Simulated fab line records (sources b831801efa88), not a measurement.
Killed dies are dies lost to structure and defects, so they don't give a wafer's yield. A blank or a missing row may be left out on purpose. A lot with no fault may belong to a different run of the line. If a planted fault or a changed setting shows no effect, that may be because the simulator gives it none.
Struck lot and sound lot, side by side ; flow sfq line ; 15 out of 325 route steps
Sound: wafers L271.3, L271.4, L271.6. Struck: wafer L270.3 (L270.1, L270.4, from the same lot, were not struck and are left out); the cause is given at the end.
Each step with rows lists, per side, the tool, then ch with its chambers, then its first start. Under that, the readings that differ: sound wafers ; struck wafers ; difference of the means ; sigmas: that difference in standard deviations of wafers without a fault.
alike: a reading whose means differ by less than 2 such deviations, as well as words and numbers matching on both sides. not compared: withheld readings; readings where some wafer has no value; bounds like >300 that might hide an equal value; numbers whose values overlap and for which the record gives no deviation.
The two part at a step that has a row with sigmas, a row that says differs or no value, or rows on one side only. Numbers that have no deviation but don't overlap get no sigmas and don't part them. Lack of a reading on every wafer of one side parts them only where that side has two or more wafers.

first, 1 step without rows for these wafers: SFQ_TRILAYER_M7_STRIP_SOLV_CLEAN_182 (cleans in NMP, time 600 s).
SFQ_TRILAYER_I7_DEP_PECVD_183: deposits SiO2 from SiH4/N2O, time 113.9 s, target thk 500 nm.
  sound on pecvd-02 ch 0,1, day 88 02:49; struck on pecvd-01 ch 0, day 88 01:47
  alike: heater power w, throttle valve pct
SFQ_TRILAYER_I7_CMP_CMP_184: polishes SiO2.
  sound on cmp-02 ch 1,2,3, day 88 03:23; struck on cmp-01 ch 1, day 88 01:52
  alike: motor current A, time to endpoint s
SFQ_I7_BOW_MEAS_946:
  sound on film metro-02, day 88 05:56; struck on film metro-01, day 88 04:52
  alike: I7_BOW
SFQ_TRILAYER_I7_METRO_MEASURE_185:
  sound on film metro-02, day 88 06:25; struck on film metro-01, day 88 04:59
  alike: thk nm
then, 4 steps without rows for these wafers: SFQ_TRILAYER_I7_VIA_LITHO_COAT_192 (resist thk 62 nm); SFQ_TRILAYER_I7_VIA_LITHO_COAT_187 (resist thk 650 nm); SFQ_TRILAYER_I7_VIA_LITHO_SOFTBAKE_191; SFQ_TRILAYER_I7_VIA_LITHO_EXPOSE_188 (exposes mask I7, target cd 1000 nm).
SFQ_TRILAYER_I7_VIA_LITHO_PEB_190: peb time 60.96 s.
  sound on litho track-02 ch 0, day 88 09:23; struck on litho track-02 ch 0, day 88 08:08
  alike: plate sensor t centre C, plate sensor t edge C
then, 1 step without rows for these wafers: SFQ_TRILAYER_I7_VIA_LITHO_DEVELOP_189 (time 60 s).
SFQ_I7_OVL_MEAS_947:
  sound on overlay-01, day 88 09:39; struck on overlay-01, day 88 08:26
  alike: I7_OVL
SFQ_TRILAYER_I7_VIA_BARC_OPEN_VIA_ETCH_260: etches BARC in O2, target depth 125 nm, time 41.7 s.
  sound on rie diel-03 ch 0,2, day 88 09:41; struck on rie diel-01 ch 1, day 88 08:29
reading;sound;struck;difference;sigmas
oes product au (a.u.);0.685 0.677 0.684;0.657;-0.025;-6
run length s (s);70.0 70.7 70.1;73.1;+2.8;+7
model.KrF_of_TRILAYER_I7_VIA_LITHO_COAT_187.thk nm (nm);570.5 574.3 574.2;568.4;-4.6;
  alike: drypump motor current A
  not compared: rf hours counter h
SFQ_TRILAYER_I7_VIA_ETCH_VIA_ETCH_190: etches SiO2 in CHF3, stops on Nb, target depth 260 nm.
  sound on rie diel-03 ch 0,2, day 88 09:43; struck on rie diel-01 ch 1, day 88 08:31
reading;sound;struck;difference;sigmas
model.KrF_of_TRILAYER_I7_VIA_LITHO_COAT_187.thk nm (nm);524.2 529.8 529.6;523.7;-4.2;
  alike: drypump motor current A, oes product au
SFQ_TRILAYER_I7_VIA_STRIP_STRIP_191: strips in O2.
  sound on rie metal-03 ch 0,1, day 88 10:02; struck on rie metal-02 ch 1, day 88 08:38
reading;sound;struck;difference;sigmas
oes product au (a.u.);0.996 0.983 0.983;1.010;+0.023;+3
  alike: drypump motor current A
  not compared: rf hours counter h

== WHERE THEY PART ==
First at SFQ_TRILAYER_I7_VIA_BARC_OPEN_VIA_ETCH_260; last, within this record, at SFQ_TRILAYER_I7_VIA_STRIP_STRIP_191.

WHY: what had been put in by the simulator
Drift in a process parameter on rie diel-01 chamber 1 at SFQ_TRILAYER_I7_VIA_BARC_OPEN_VIA_ETCH_260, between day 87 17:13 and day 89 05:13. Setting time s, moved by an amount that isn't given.
